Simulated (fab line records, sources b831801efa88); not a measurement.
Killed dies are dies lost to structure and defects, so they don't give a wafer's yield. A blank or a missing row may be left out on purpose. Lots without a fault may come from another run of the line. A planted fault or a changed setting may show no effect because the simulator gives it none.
A struck lot beside a sound one | flow gf180mcu | 14 steps out of a route of 602
Sound: wafers L791.2, L791.3, L791.5. Struck: wafers L805.1, L805.2, L805.4. The cause comes at the end.
At each step with rows: each side's tool, then ch and its chambers, then its first start. Under that, the readings that differ: sound wafers | struck wafers | difference of the means | sigmas: that difference in standard deviations of wafers without a fault.
alike: readings whose means differ by less than 2 such deviations, and words and numbers that are the same on both sides. not compared: withheld readings, readings that some wafer has no value for, bounds like >300 that may hide the same value, and numbers for which the record gives no deviation and whose values overlap.
The two part at a step that has a row with sigmas, a row that says differs or no value, or rows on one side only. Numbers that don't overlap but have no deviation are shown without sigmas and don't part them. A reading that every wafer of one side lacks parts them only if that side has two wafers or more.

GF_NSD_STRIP_11: strips in O2/N2.
  sound on plasma_asher-03 ch 0,1, day 14 01:23; struck on plasma_asher-01 ch 0,1, day 19 03:08
  reading                     | sound       | struck      | difference | sigmas
  drypump_motor_current_A (A) | 5.5 5.5 5.5 | 6.6 6.2 6.6 | +1.0       | +2
  alike: chamber_pressure_mTorr, heater_power_w, oes_product_au, strip_time_to_endpoint_s
  not compared: rf_hours_counter_h
GF_NSD_TW_MEAS_12:
  sound on film_metro-02, day 14 01:29; struck on film_metro-04, day 19 03:14
  reading | sound          | struck         | difference | sigmas
  NSD_TW  | 4280 4270 4266 | 4152 4150 4160 | -118       | -2
then, 7 steps without rows for these wafers: GF_PSD_DEHYDRATE_00 (time 60 s); GF_PSD_HMDS_01 (prime time 60 s); GF_PSD_COAT_02 (resist thk 1000 nm); GF_PSD_SOFTBAKE_03 (time 60 s); GF_PSD_EXPOSE_04 (exposes mask Pplus, target cd 400 nm); GF_PSD_PEB_05; GF_PSD_DEVELOP_06 (develop time 60 s).
GF_PSD_CD_MEAS_07: target cd 400 nm.
  sound on cd_sem-02, day 14 22:11; struck on cd_sem-02, day 20 03:35
  alike: cd_nm
GF_PSD_OVL_MEAS_08:
  sound on overlay-02, day 14 22:18; struck on overlay-02, day 20 03:43
  alike: PSD_OVL
then, 1 step without rows for these wafers: GF_PSD_IMPLANT_09.
GF_PSD_STRIP_10: strips in O2/N2.
  sound on plasma_asher-04 ch 0, day 14 22:29; struck on plasma_asher-04 ch 0,1, day 20 03:53
  no value came back on the struck wafers for any of 5 readings (chamber_pressure_mTorr (mTorr), drypump_motor_current_A (A) and others); on the sound wafers chamber_pressure_mTorr (mTorr) reads 1500.0 1499.9 1500.8
  reading                                  | sound | struck           | difference | sigmas
  model.NOVOLAK_of_PSD_COAT_02.thk_nm (nm) | 0 0 0 | 996.5 1002 999.6 | +999.4     |
  not compared: rf_hours_counter_h
GF_PSD_TW_MEAS_11:
  sound on film_metro-02, day 14 22:35; struck on film_metro-02, day 20 03:59
  alike: PSD_TW

WHERE THEY PART
First at GF_NSD_STRIP_11; last, within this record, at GF_PSD_STRIP_10. Later steps at which nothing parts them and some readings are alike: GF_PSD_TW_MEAS_11.

WHY: what the simulator had put in
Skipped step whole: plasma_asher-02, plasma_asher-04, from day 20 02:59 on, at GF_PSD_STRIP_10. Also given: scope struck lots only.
